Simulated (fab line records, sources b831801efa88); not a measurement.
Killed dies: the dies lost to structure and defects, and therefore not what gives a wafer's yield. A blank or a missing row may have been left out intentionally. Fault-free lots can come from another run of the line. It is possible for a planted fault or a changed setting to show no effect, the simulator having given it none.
Matching of chambers || flow sfq-line || SFQ_TRILAYER_I1_VIA_BARC_OPEN_VIA_ETCH_071 on rie-diel-01: 4 sister chambers
The step etches BARC in O2, target depth 125 nm, time 41.7 s. 16 wafers are shown with their chamber, then 8 later ones without.

== WAFERS PAIRED WITH THEIR CHAMBERS ==
{"wafer": "L311.1", "chamber": 1, "drypump-motor-current-A (A)": 5.2, "rf-fwd-power-W (W)": 495.4, "bias-w (W)": 80.02}
{"wafer": "L311.2", "chamber": 3, "drypump-motor-current-A (A)": 5.6, "rf-fwd-power-W (W)": 490.8, "bias-w (W)": 80.33}
{"wafer": "L311.6", "chamber": 3, "drypump-motor-current-A (A)": 5.6, "rf-fwd-power-W (W)": 492.0, "bias-w (W)": 79.89}
{"wafer": "L313.1", "chamber": 3, "drypump-motor-current-A (A)": 5.6, "rf-fwd-power-W (W)": 492.3, "bias-w (W)": 80.14}
{"wafer": "L313.3", "chamber": 2, "drypump-motor-current-A (A)": 4.8, "rf-fwd-power-W (W)": 497.1, "bias-w (W)": 79.88}
{"wafer": "L313.4", "chamber": 0, "drypump-motor-current-A (A)": 5.4, "rf-fwd-power-W (W)": 495.9, "bias-w (W)": 80.08}
{"wafer": "L314.2", "chamber": 2, "drypump-motor-current-A (A)": 4.9, "rf-fwd-power-W (W)": 496.8, "bias-w (W)": 79.90}
{"wafer": "L314.4", "chamber": 0, "drypump-motor-current-A (A)": 5.4, "rf-fwd-power-W (W)": 494.6, "bias-w (W)": 80.38}
{"wafer": "L314.5", "chamber": 2, "drypump-motor-current-A (A)": 4.8, "rf-fwd-power-W (W)": 497.6, "bias-w (W)": 80.29}
{"wafer": "L317.2", "chamber": 2, "drypump-motor-current-A (A)": 4.8, "rf-fwd-power-W (W)": 495.9, "bias-w (W)": 79.76}
{"wafer": "L317.3", "chamber": 0, "drypump-motor-current-A (A)": 5.4, "rf-fwd-power-W (W)": 498.2, "bias-w (W)": 79.74}
{"wafer": "L317.5", "chamber": 3, "drypump-motor-current-A (A)": 5.6, "rf-fwd-power-W (W)": 495.5, "bias-w (W)": 80.02}
{"wafer": "L318.1", "chamber": 1, "drypump-motor-current-A (A)": 5.2, "rf-fwd-power-W (W)": 495.0, "bias-w (W)": 80.07}
{"wafer": "L318.4", "chamber": 1, "drypump-motor-current-A (A)": 5.2, "rf-fwd-power-W (W)": 493.2, "bias-w (W)": 80.16}
{"wafer": "L318.6", "chamber": 2, "drypump-motor-current-A (A)": 4.8, "rf-fwd-power-W (W)": 497.8, "bias-w (W)": 80.00}
{"wafer": "L320.1", "chamber": 0, "drypump-motor-current-A (A)": 5.4, "rf-fwd-power-W (W)": 494.6, "bias-w (W)": 80.43}

SIGNATURES, as means of the wafers listed above
{"reading": "drypump-motor-current-A", "chamber 0": 5.400, "chamber 1": 5.200, "chamber 2": 4.820, "chamber 3": 5.600, "scatter within a chamber": 0.0258}
{"reading": "rf-fwd-power-W", "chamber 0": 495.825, "chamber 1": 494.533, "chamber 2": 497.040, "chamber 3": 492.650, "scatter within a chamber": 1.46}
{"reading": "bias-w", "chamber 0": 80.1575, "chamber 1": 80.0833, "chamber 2": 79.9660, "chamber 3": 80.0950, "scatter within a chamber": 0.22}
Rule: for a wafer and a chamber, the distance is found by dividing, reading by reading, the gap between the wafer's reading and the chamber's mean by the reading's scatter, squaring, summing and taking the root. The wafer belongs to the nearest chamber; if the next one is less than 2 further off, it can't be placed. The scatter: take each reading less its chamber's mean, square it, sum over the shown wafers, divide by the number of wafers less the number of chambers, and take the root.

== WAFERS WITHOUT THEIR CHAMBER ==
{"wafer": "L320.2", "drypump-motor-current-A (A)": 5.2, "rf-fwd-power-W (W)": 494.5, "bias-w (W)": 80.01}
{"wafer": "L320.6", "drypump-motor-current-A (A)": 5.4, "rf-fwd-power-W (W)": 498.2, "bias-w (W)": 80.12}
{"wafer": "L322.2", "drypump-motor-current-A (A)": 4.8, "rf-fwd-power-W (W)": 500.4, "bias-w (W)": 80.43}
{"wafer": "L322.5", "drypump-motor-current-A (A)": 5.4, "rf-fwd-power-W (W)": 495.9, "bias-w (W)": 80.16}
{"wafer": "L322.6", "drypump-motor-current-A (A)": 5.2, "rf-fwd-power-W (W)": 494.0, "bias-w (W)": 79.97}
{"wafer": "L323.1", "drypump-motor-current-A (A)": 5.4, "rf-fwd-power-W (W)": 497.2, "bias-w (W)": 80.11}
{"wafer": "L323.2", "drypump-motor-current-A (A)": 5.6, "rf-fwd-power-W (W)": 492.5, "bias-w (W)": 79.74}
{"wafer": "L323.5", "drypump-motor-current-A (A)": 5.4, "rf-fwd-power-W (W)": 496.4, "bias-w (W)": 80.13}

== EACH ONE'S CHAMBER ==
{"wafer": "L320.2", "from the rows above": 1, "in truth": 1}
{"wafer": "L320.6", "from the rows above": 0, "in truth": 0}
{"wafer": "L322.2", "from the rows above": 2, "in truth": 2}
{"wafer": "L322.5", "from the rows above": 0, "in truth": 0}
{"wafer": "L322.6", "from the rows above": 1, "in truth": 1}
{"wafer": "L323.1", "from the rows above": 0, "in truth": 0}
{"wafer": "L323.2", "from the rows above": 3, "in truth": 3}
{"wafer": "L323.5", "from the rows above": 0, "in truth": 0}
Correct placement for 8 of the 8. Left unplaced by these rows: 0. Wrongly placed: 0.
